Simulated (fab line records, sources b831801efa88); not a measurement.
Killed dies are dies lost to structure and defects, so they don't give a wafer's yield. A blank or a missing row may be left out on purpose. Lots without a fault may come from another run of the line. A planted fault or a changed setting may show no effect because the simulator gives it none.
fab line records | flow sky130
record lots=14 wafers=42 last_day=50
route steps=708 shown LI_CONTACT@364 LOCAL_INTERCONNECT@396
lots that met no fault: from a run of the same line without faults
start_h: hours from the record's first day to the start of the lot's first wafer shown | wait_h: hours since the lot's step before | " the same as in the row above | L1.1+2: a row that stands for several wafers | - no value, or no start given | * or withheld: withheld | < > ~ a bound
route shown NAME@n: a module of which the file shows steps, and the number in the route of the first | usual: mean/standard deviation of fault-free wafers | same: alike in all rows | chamber/n: place in a boat | sites: the reading at each site | _std_site: their standard deviation | _edge_site: outer sites' mean less inner sites' | radius_mm: how far each site lies from the wafer's centre | mask NAME#n: copy n | behind: the tool/chamber that last shaped the wafer | hold: why the lot was held/for how many hours/how that ended | device: the transistor (n, p or np) that didn't switch | end of line: the same wafers' tests at the end of the route | a step without rows: its recipe alone | killed: dies lost to structure and defects at the first sort, not the wafer's yield | map: a wafer's dies, x killed, . not, _ none there
set.NAME: the setting as run; set.NAME@STEP: as run at that earlier step | model.NAME: the simulator's own value behind a step, which no gauge read
steps of the route over a sample of lots; a table a step, a row a wafer
services: from which hour (start_h, from the record's first day; less than 0 if before it) a tool's chamber was out of use, for how many hours, and why
## steps
# step SKY_LI_CONTACT_CMP_02
# recipe material=PSG down_force_psi=4 platen_rpm=60 pad_velocity_m_s=0.94248
# usual edge_zone_pressure_frac=1.000/0.0047 head_pressure_psi=4.001/0.0077 motor_current_A=12.6/0.71 time_to_endpoint_s=33/3
# columns lot.wafer tool chamber start_h wait_h edge_zone_pressure_frac head_pressure_psi motor_current_A time_to_endpoint_s
L693.3 cmp-02 1 643.05 0.0 0.999 3.990 12.0 32
L693.6 " 1 " " 1.000 3.986 11.9 32
L693.5 " 2 " " 0.996 3.989 12.4 32
L694.1 cmp-01 3 659.65 0.1 0.995 3.995 13.1 29
L694.2 " 0 " " 0.997 3.997 12.5 32
L694.5 " 0 " " 1.000 4.013 12.3 31
L695.2 cmp-02 3 662.59 0.1 1.003 4.002 13.8 32
L695.3 " 0 " " 1.003 4.004 11.4 32
L695.5 " 2 " " 1.009 3.994 11.9 31
L697.2 cmp-02 3 676.47 0.0 0.999 4.007 13.6 34
L697.1 " 1 " " 0.993 4.004 12.6 35
L697.5 " 0 " " 1.003 4.000 11.8 32
L698.2 cmp-01 1 705.54 0.1 1.003 3.990 12.6 37
L698.1 " 3 " " 0.994 3.992 13.4 32
L698.6 " 0 " " 1.001 4.000 11.8 31
L699.3 cmp-02 0 707.89 0.0 1.002 3.989 11.2 28
L699.2 " 3 " " 0.999 4.007 13.6 29
L699.6 " 1 " " 1.002 4.000 12.0 31
L707.2 cmp-02 0 765.75 0.1 1.006 4.001 11.2 29
L707.1 " 2 " " 0.995 3.993 12.9 32
L707.5 " 0 " " 1.005 4.005 11.9 35
L708.1 cmp-01 1 772.51 0.1 0.996 3.998 12.9 42
L708.4 " 3 " " 1.009 4.014 13.0 32
L708.6 " 1 " " 0.993 3.993 12.3 40
L711.2 cmp-02 3 793.94 0.1 1.000 3.990 13.8 36
L711.5 " 2 " " 1.000 4.010 12.2 33
L711.6 " 3 " " 1.001 4.009 13.2 33
L712.4 cmp-01 2 799.42 0.0 0.999 4.004 12.9 36
L712.2 " 0 " " 1.002 3.999 11.8 34
L712.1 " 1 " " 0.997 4.011 12.9 39
L713.4 cmp-01 3 823.75 0.0 1.006 4.005 13.5 32
L713.3 " 0 " " 1.005 4.013 12.6 33
L713.2 " 1 " " 1.000 4.002 12.3 36
L715.4 cmp-02 3 826.31 0.1 0.997 4.002 12.8 30
L715.3 " 0 " " 0.997 4.002 11.9 30
L715.5 " 2 " " 1.002 3.995 12.8 30
L714.3 cmp-02 0 827.27 0.0 0.999 4.009 11.4 33
L714.4 " 2 " " 0.995 3.995 12.6 31
L714.5 " 0 " " 1.004 3.992 11.8 30
L716.4 cmp-02 0 830.99 0.0 1.006 4.011 11.2 32
L716.3 " 2 " " 0.995 4.004 13.1 31
L716.2 " 3 " " 1.001 3.996 12.4 29
# step SKY_LI_CONTACT_ETCH_15
# recipe target=PSG chemistry=C4F8/O2/Ar stop_on=Si taper_deg=4.15 mask_material=KrF-thick source_w=1500 bias_w=1200 pressure_mtorr=40 c4f8_flow_sccm=withheld O2_flow_sccm=6 Ar_flow_sccm=300 time_s=withheld target_depth_a=6000
# usual oes_product_au=0.837/0.0052
# columns lot.wafer tool chamber start_h wait_h oes_product_au
L693.3 rie_diel-01 3 672.58 0.0 0.834
L693.5 " 2 " " 0.835
L693.6 " 1 " " 0.834
L694.1 rie_diel-01 0 688.88 0.0 0.839
L694.2 " 2 " " 0.836
L694.5 " 2 " " 0.845
L695.2 rie_diel-04 3 691.26 0.0 0.836
L695.3 " 2 " " 0.838
L695.5 " 0 " " 0.841
L697.1 rie_diel-04 2 705.53 0.0 0.838
L697.2 " 1 " " 0.837
L697.5 " 2 " " 0.846
L698.1 rie_diel-04 0 733.65 0.0 0.840
L698.2 " 1 " " 0.850
L698.6 " 1 " " 0.839
L699.2 rie_diel-02 3 735.68 0.0 0.837
L699.3 " 0 " " 0.841
L699.6 " 1 " " 0.841
L707.1 rie_diel-01 1 793.35 0.0 0.847
L707.2 " 2 " " 0.836
L707.5 " 1 " " 0.845
L708.1 rie_diel-04 2 800.20 0.0 0.839
L708.4 " 3 " " 0.838
L708.6 " 2 " " 0.840
L711.2 rie_diel-01 1 820.65 0.0 0.838
L711.5 " 2 " " 0.837
L711.6 " 3 " " 0.833
L712.1 rie_diel-01 0 826.33 0.0 0.831
L712.2 " 2 " " 0.838
L712.4 " 1 " " 0.840
L713.2 rie_diel-02 2 850.28 0.0 0.840
L713.3 " 1 " " 0.833
L713.4 " 3 " " 0.839
L715.3 rie_diel-04 2 852.61 0.0 0.836
L715.4 " 3 " " 0.835
L715.5 " 1 " " 0.828
L714.3 rie_diel-04 2 853.85 0.0 0.837
L714.4 " 0 " " 0.833
L714.5 " 2 " " 0.835
L716.2 rie_diel-02 2 856.83 0.0 0.829
L716.3 " 3 " " 0.823
L716.4 " 1 " " 0.843
# step SKY_LI_CONTACT_SPUTTER_20
# recipe material=TiN target_thk_nm=20 chamber_pressure_pa=5 power_w=4000 time_s=80
# usual throttle_valve_pct=30.2/0.9
# columns lot.wafer tool chamber start_h wait_h throttle_valve_pct
L693.3 pvd_sputter-02 - 673.04 0.0 31.2
L693.5 " - " " 31.4
L693.6 " - " " 28.7
L694.1 pvd_sputter-01 - 689.34 0.0 30.2
L694.2 " - " " 31.2
L694.5 " - " " 31.7
L695.2 pvd_sputter-02 - 691.71 0.0 28.8
L695.3 " - " " 30.0
L695.5 " - " " 28.7
L697.1 pvd_sputter-02 - 705.99 0.0 30.8
L697.2 " - " " 30.2
L697.5 " - " " 30.9
L698.1 pvd_sputter-04 - 734.12 0.0 30.2
L698.2 " - " " 29.1
L698.6 " - " " 30.8
L699.2 pvd_sputter-04 - 736.14 0.0 28.9
L699.3 " - " " 30.3
L699.6 " - " " 31.0
L707.1 pvd_sputter-02 - 793.82 0.0 30.4
L707.2 " - " " 30.9
L707.5 " - " " 31.2
L708.1 pvd_sputter-04 - 800.67 0.0 29.0
L708.4 " - " " 30.2
L708.6 " - " " 30.2
L711.2 pvd_sputter-02 - 821.10 0.0 30.8
L711.5 " - " " 30.7
L711.6 " - " " 30.5
L712.1 pvd_sputter-02 - 826.79 0.0 30.7
L712.2 " - " " 31.4
L712.4 " - " " 28.9
L713.2 pvd_sputter-01 - 850.74 0.0 29.5
L713.3 " - " " 31.3
L713.4 " - " " 30.7
L715.3 pvd_sputter-04 - 853.06 0.0 30.9
L715.4 " - " " 30.4
L715.5 " - " " 30.4
L714.3 pvd_sputter-01 - 854.30 0.0 30.8
L714.4 " - " " 29.4
L714.5 " - " " 31.6
L716.2 pvd_sputter-04 - 857.30 0.0 29.0
L716.3 " - " " 28.9
L716.4 " - " " 30.8
# step SKY_LOCAL_INTERCONNECT_PEB_09
# recipe peb_temp_c=withheld peb_time_s=withheld resist=KrF-thick
# usual chill_plate_temp_C=* exhaust_pa=45.0/0.87
# columns lot.wafer tool chamber start_h wait_h chill_plate_temp_C exhaust_pa
L693.3 litho_track-03 0 702 - * 44.9
L693.5 " 0 " " * 44.6
L693.6 " 0 " " * 44.9
L694.1 litho_track-03 0 717 - * 45.8
L694.2 " 0 " " * 45.3
L694.5 " 0 " " * 45.1
L695.2 litho_track-04 0 719 - * 45.6
L695.3 " 0 " " * 46.5
L695.5 " 0 " " * 46.6
L697.1 litho_track-03 0 734 - * 47.3
L697.2 " 0 " " * 45.9
L697.5 " 0 " " * 46.9
L698.1 litho_track-03 0 761 - * 45.4
L698.2 " 0 " " * 44.8
L698.6 " 0 " " * 45.0
L699.2 litho_track-04 0 763 - * 44.1
L699.3 " 0 " " * 43.9
L699.6 " 0 " " * 45.5
L707.1 litho_track-03 - 820 - - -
L707.2 " - " " - -
L707.5 " - " " - -
L708.1 litho_track-03 - 827 - - -
L708.4 " - " " - -
L708.6 " - " " - -
L711.2 litho_track-04 0 847 - * 44.9
L711.5 " 0 " " * 44.4
L711.6 " 0 " " * 44.6
L712.1 litho_track-03 0 853 - * 44.6
L712.2 " 0 " " * 45.8
L712.4 " 0 " " * 44.4
L713.2 litho_track-03 0 877 - * 44.8
L713.3 " 0 " " * 44.6
L713.4 " 0 " " * 44.7
L715.3 litho_track-03 0 879 - * 43.8
L715.4 " 0 " " * 44.6
L715.5 " 0 " " * 45.1
L714.3 litho_track-03 0 880 - * 44.8
L714.4 " 0 " " * 44.4
L714.5 " 0 " " * 44.3
L716.2 litho_track-03 0 882 - * 45.6
L716.3 " 0 " " * 46.0
L716.4 " 0 " " * 46.3
## services
# columns tool chamber start_h hours kind
rie_diel-04 1 630.25 1.7 repair
rie_diel-04 3 633.21 5.3 repair
cmp-01 - 635.71 3.1 repair
cmp-01 - 643.16 0.6 repair
rie_diel-04 2 668.20 8.2 repair
pvd_sputter-04 - 688.44 4.2 repair
cmp-01 - 690.75 6.4 pm
cmp-01 - 699.56 1.5 repair
cmp-02 - 710.48 2.5 repair
cmp-01 - 712.71 0.7 repair
rie_diel-04 3 720.29 5.0 repair
cmp-02 - 723.91 0.3 repair
pvd_sputter-02 - 726.05 57.2 repair
cmp-02 - 728.31 3.6 pm
rie_diel-04 0 738.01 4.0 repair
cmp-02 - 747.22 4.0 pm
cmp-02 - 752.79 2.1 repair
pvd_sputter-04 - 765.51 4.3 repair
cmp-02 - 790.23 0.8 repair
rie_diel-04 - 794.95 2.3 repair
rie_diel-04 3 853.37 7.4 repair
cmp-01 - 854.48 3.1 repair
rie_diel-01 - 857.77 0.6 repair
rie_diel-04 0 881.71 4.0 repair
## key
first_sign step=SKY_LOCAL_INTERCONNECT_PEB_09 reading=tool_record direction=missing
effect none on later readings
met_at SKY_LOCAL_INTERCONNECT_PEB_09
struck_lots L707,L708
later_rows_left_out L707.1,L707.2,L707.5,L708.1,L708.4,L708.6
sort_left_out L707.1,L707.2,L707.5,L708.1,L708.4,L708.6
tester_left_out L707,L708
not_acting_at SKY_LI_CONTACT_CMP_02,SKY_LI_CONTACT_ETCH_15,SKY_LI_CONTACT_SPUTTER_20
onset_between 761 820
fault kind=skipped_step_whole tool=litho_track-03 chamber=- onset_h=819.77 steps=SKY_LOCAL_INTERCONNECT_PEB_09 scope=struck_lots_only
# tester_left_out: of these lots the tester's yield and bins aren't shown, on N5 and GAA mostly nor the transistor test; their killed dies are dies lost to structure and defects alone, not to doping, threshold or leakage, so they don't give the yield
# sort_left_out: the simulated sort isn't trusted on such a fault, so these wafers' sort isn't shown, and their yield isn't known
# later_rows_left_out: the simulator's readings of these wafers behind a module that went badly wrong aren't trusted and aren't shown, but for the sort
